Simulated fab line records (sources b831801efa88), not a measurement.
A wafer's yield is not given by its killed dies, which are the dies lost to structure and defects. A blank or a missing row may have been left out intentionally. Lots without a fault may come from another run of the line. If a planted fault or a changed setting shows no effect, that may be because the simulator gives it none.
Struck lot and sound lot, side by side || flow sfqLine || 43 steps out of a route of 325
Sound: wafers L916.1, L916.2, L916.5. The struck wafers were L926.3, L926.4, L926.5. At the end, the cause is stated.
At each step with rows: each side's tool, then ch and its chambers, then its first start. Under that, the readings that differ: sound wafers || struck wafers || difference of the means || sigmas: that difference in standard deviations of wafers without a fault.
alike: a reading whose means differ by less than 2 such deviations, as well as words and numbers matching on both sides. not compared: withheld readings; readings where some wafer has no value; bounds like >300 that might hide an equal value; numbers whose values overlap and for which the record gives no deviation.
The two part at a step that has a row with sigmas, a row that says differs or no value, or rows on one side only. When numbers do not overlap yet have no deviation, they are printed without sigmas and do not part them. A reading missing from all wafers of one side parts the sides only when that side holds two or more wafers.

first, 3 steps without rows for these wafers: SFQ_TRILAYER_M5_LITHO_EXPOSE_124 (exposes mask M5, target cd 700 nm); SFQ_TRILAYER_M5_LITHO_PEB_126 (peb time 60 s); SFQ_TRILAYER_M5_LITHO_DEVELOP_125 (time 60 s).
SFQ_M5_OVL_MEAS_932:
  sound: overlay-01 at day 59 06:52; struck: overlay-01 at day 61 00:30
  alike: M5_OVL
then, 6 steps without rows for these wafers: SFQ_TRILAYER_M5_BARC_OPEN_METAL_ETCH_161 (etches BARC in O2, target depth 125 nm, time 41.7 s); SFQ_TRILAYER_M5_ETCH_METAL_ETCH_126 (etches Nb in Cl2/BCl3, stops on SiO2, time 203.2 s, target depth 265 nm); SFQ_TRILAYER_M5_STRIP_STRIP_127 (strips in O2); SFQ_TRILAYER_M5_STRIP_SOLV_CLEAN_128 (cleans in NMP, time 600 s); SFQ_TRILAYER_A5B_DEP_PECVD_129 (deposits SiO2 from SiH4/N2O, time 133.33 s, target thk 600 nm); SFQ_TRILAYER_A5B_CMP_CMP_130 (polishes, stops on Nb, target thk 340.7 nm).
SFQ_TRILAYER_A5B_METRO_MEASURE_131:
  sound: filmMetro-03 at day 59 11:08; struck: filmMetro-04 at day 61 05:02
  alike: thkNm
SFQ_TRILAYER_R5_DEP_SPUTTER_132: material Ti, target thk 5 nm, time 5 s.
  sound: pvdSputter-06 at day 59 12:20; struck: pvdSputter-04 at day 61 05:50
{"reading": "cathodeDcPowerW (W)", "sound": "2000.2 2000.7 1999.5", "struck": "1999.2 1999.4 1999.5", "difference": -0.8, "sigmas": -2}
  alike: basePressurePa, throttleValvePct
SFQ_TRILAYER_R5_DEP_SPUTTER_133: material MoNx, target thk 40 nm, time 66.7 s.
  sound: pvdSputter-06 at day 59 12:22; struck: pvdSputter-04 at day 61 05:52
  no value came back on the struck wafers for basePressurePa (Pa), cathodeDcPowerW (W), throttleValvePct (%); on the sound wafers basePressurePa (Pa) reads 1.26e-06 1.41e-06 1.45e-06
then, 1 step without rows for these wafers: SFQ_TRILAYER_R5_DEP_SPUTTER_134 (material Ti, target thk 5 nm, time 5 s).
SFQ_R5_RS_MEAS_933: a four-point-probe measurement.
  sound: filmMetro-01 at day 59 12:26; struck: filmMetro-02 at day 61 05:59
{"reading": "R5_MONX_RS (ohm/sq)", "sound": "7.13 6.99 7.15", "struck": "94.07 94.27 98.84", "difference": "+88.64", "sigmas": "+99 or more"}
SFQ_R5_THK_MEAS_934: measures by xrf.
  sound: filmMetro-01 at day 59 12:33; struck: filmMetro-02 at day 61 06:05
{"reading": "R5_MONX_THK (nm)", "sound": "39.1 39.3 38.6", "struck": "<0.0 <0.0 <0.0", "difference": "differs", "sigmas": ""}
then, 6 steps without rows for these wafers: SFQ_TRILAYER_R5_LITHO_COAT_141 (resist thk 62 nm); SFQ_TRILAYER_R5_LITHO_COAT_136 (resist thk 600 nm); SFQ_TRILAYER_R5_LITHO_SOFTBAKE_140; SFQ_TRILAYER_R5_LITHO_EXPOSE_137 (exposes mask R5, target cd 500 nm); SFQ_TRILAYER_R5_LITHO_PEB_139 (peb time 60 s); SFQ_TRILAYER_R5_LITHO_DEVELOP_138 (time 60 s).
-- the record jumps here: 5 days lie between the struck wafers' starts before and after --
SFQ_R5_OVL_MEAS_935:
  sound: overlay-02 at day 64 23:19; struck: overlay-02 at day 66 15:22
  alike: R5_OVL
SFQ_TRILAYER_R5_BARC_OPEN_METAL_ETCH_177: etches BARC in O2, target depth 125 nm, time 41.7 s.
  sound on rieMetal-01 ch 0,1, day 64 23:22; struck on rieMetal-03 ch 0,1, day 66 15:24
  alike: chamberPressureMTorr, drypumpMotorCurrentA, oesProductAu
  not compared: rfHoursCounterH
then, 10 steps without rows for these wafers: SFQ_TRILAYER_R5_ETCH_METAL_ETCH_139 (etches the open film in Cl2, stops on SiO2, target depth 60 nm, time 40 s); SFQ_TRILAYER_R5_STRIP_STRIP_140 (strips in O2); SFQ_TRILAYER_R5_STRIP_SOLV_CLEAN_141 (cleans in NMP, time 600 s); SFQ_TRILAYER_A5C_DEP_PECVD_142 (deposits SiO2 from SiH4/N2O, time 15.556 s, target thk 70 nm); SFQ_TRILAYER_I5_LITHO_COAT_149 (resist thk 62 nm); SFQ_TRILAYER_I5_LITHO_COAT_144 (resist thk 650 nm); SFQ_TRILAYER_I5_LITHO_SOFTBAKE_148; SFQ_TRILAYER_I5_LITHO_EXPOSE_145 (exposes mask I5, target cd 700 nm); SFQ_TRILAYER_I5_LITHO_PEB_147 (peb time 60 s); SFQ_TRILAYER_I5_LITHO_DEVELOP_146 (time 60 s).
-- the record jumps here: 5 days lie between the struck wafers' starts before and after --
SFQ_I5_OVL_MEAS_936:
  sound: overlay-01 at day 69 13:56; struck: overlay-02 at day 71 10:46
  alike: I5_OVL
SFQ_TRILAYER_I5_BARC_OPEN_VIA_ETCH_200: etches BARC in O2, target depth 125 nm, time 41.7 s.
  sound on rieDiel-04 ch 0,1,3, day 69 13:58; struck on rieDiel-01 ch 1,3, day 71 10:48
  alike: chamberPressureMTorr, drypumpMotorCurrentA, oesProductAu
  not compared: rfHoursCounterH
then, 1 step without rows for these wafers: SFQ_TRILAYER_I5_ETCH_VIA_ETCH_147 (etches the open film in CHF3, stops on Nb, target depth 360 nm).
SFQ_TRILAYER_I5_STRIP_STRIP_148: strips in O2.
  sound on rieMetal-01 ch 0,1, day 69 14:10; struck on rieMetal-04 ch 0,1, day 71 11:11
  alike: chamberPressureMTorr, drypumpMotorCurrentA, oesProductAu
  not compared: rfHoursCounterH
then, 4 steps without rows for these wafers: SFQ_TRILAYER_I5_STRIP_SOLV_CLEAN_149 (cleans in NMP, time 600 s); SFQ_TRILAYER_C5_LITHO_COAT_156 (resist thk 62 nm); SFQ_TRILAYER_C5_LITHO_COAT_151 (resist thk 650 nm); SFQ_TRILAYER_C5_LITHO_SOFTBAKE_155.
-- the record jumps here: 22 days lie between the struck wafers' starts before and after --
SFQ_M8_BOW_MEAS_951:
  sound: filmMetro-02 at day 91 06:53; struck: filmMetro-03 at day 93 04:19
{"reading": "M8_BOW (um)", "sound": "5 -3 -6", "struck": "25 14 18", "difference": "+20", "sigmas": "+2"}
{"reading": "model.etest.r5.ohmSq", "sound": "7.105 6.984 7.162", "struck": "1e+06 1e+06 1e+06", "difference": "+1e+06", "sigmas": ""}
{"reading": "model.etest.c5.linkOhm", "sound": "8.06 7.934 8.112", "struck": "1e+06 1e+06 1e+06", "difference": "+1e+06", "sigmas": ""}
{"reading": "model.etest.r5.ohmUm", "sound": "14.16 13.94 14.27", "struck": "1e+06 1e+06 1e+06", "difference": "+1e+06", "sigmas": ""}

## WHERE THEY PART
Earliest at SFQ_TRILAYER_R5_DEP_SPUTTER_132; latest, in this record, at SFQ_M8_BOW_MEAS_951.

WHY: the cause the simulator had injected
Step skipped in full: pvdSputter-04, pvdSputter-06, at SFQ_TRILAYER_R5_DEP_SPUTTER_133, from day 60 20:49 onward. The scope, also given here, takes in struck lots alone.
